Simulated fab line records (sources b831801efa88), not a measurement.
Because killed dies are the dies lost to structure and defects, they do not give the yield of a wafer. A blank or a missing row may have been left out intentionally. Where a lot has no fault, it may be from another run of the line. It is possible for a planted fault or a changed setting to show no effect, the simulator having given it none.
Which of the tools did it? -- flow gf180mcu -- 6 lots with 18 wafers sampled at 3 steps, on a route of 602 steps

## WHAT EACH GAUGE READ, for each wafer
GF_PSD_TW_MEAS_11.
lot,measured,on,PSD_TW
L116,day 17 14:00,film-metro-04,3162 3167 3168
L120,day 18 11:22,film-metro-04,3208 3207 3214
L123,day 19 20:07,film-metro-03,3138 3136 3141
L125,day 20 12:06,film-metro-04,3185 3196 3190
L127,day 21 02:25,film-metro-04,3185 3195 3179
L131,day 22 12:34,film-metro-03,3169 3162 3160

## WHAT TOOL EACH LOT RAN ON (gives the tool, then ch and the chambers of the sampled wafers, and finally the start)
lot,GF_NSD_STRIP_11,GF_PSD_STRIP_10
L116,"plasma-asher-01 ch 0,1, day 16 14:48","plasma-asher-04 ch 0,1, day 17 13:54"
L120,"plasma-asher-03 ch 0,1, day 17 11:44","plasma-asher-02 ch 0,1, day 18 11:16"
L123,"plasma-asher-04 ch 0,1, day 18 18:40","plasma-asher-02 ch 0,1, day 19 20:01"
L125,"plasma-asher-04 ch 0,1, day 19 11:25","plasma-asher-01 ch 0,1, day 20 12:00"
L127,"plasma-asher-03 ch 0,1, day 20 01:11","plasma-asher-01 ch 0,1, day 21 02:20"
L131,"plasma-asher-04 ch 0,1, day 21 12:56","plasma-asher-01 ch 0,1, day 22 12:28"
- GF_NSD_STRIP_11: strips in O2/N2.
- GF_PSD_STRIP_10: strips in O2/N2.

## THE ANSWER, worked out from the rows above alone
Rule: the usual values come from the lots themselves. Put in order of their means at a reading, lots are off if they are a third of the lots or fewer, leave a main group of 4 or more, and stand apart from it by a gap of 3 or more times the standard deviation of the main group's means; of several such gaps the widest counts. A main group is skipped when, at the precision printed for the reading in the tables above, its means are all equal. Also off: a lot with no number at a reading for which 4 or more lots have one. The other lots that the step has rows for count as sound.
No lot is off at any reading shown: from this, nothing can be told.

## WHAT HAD BEEN PUT IN BY THE SIMULATOR
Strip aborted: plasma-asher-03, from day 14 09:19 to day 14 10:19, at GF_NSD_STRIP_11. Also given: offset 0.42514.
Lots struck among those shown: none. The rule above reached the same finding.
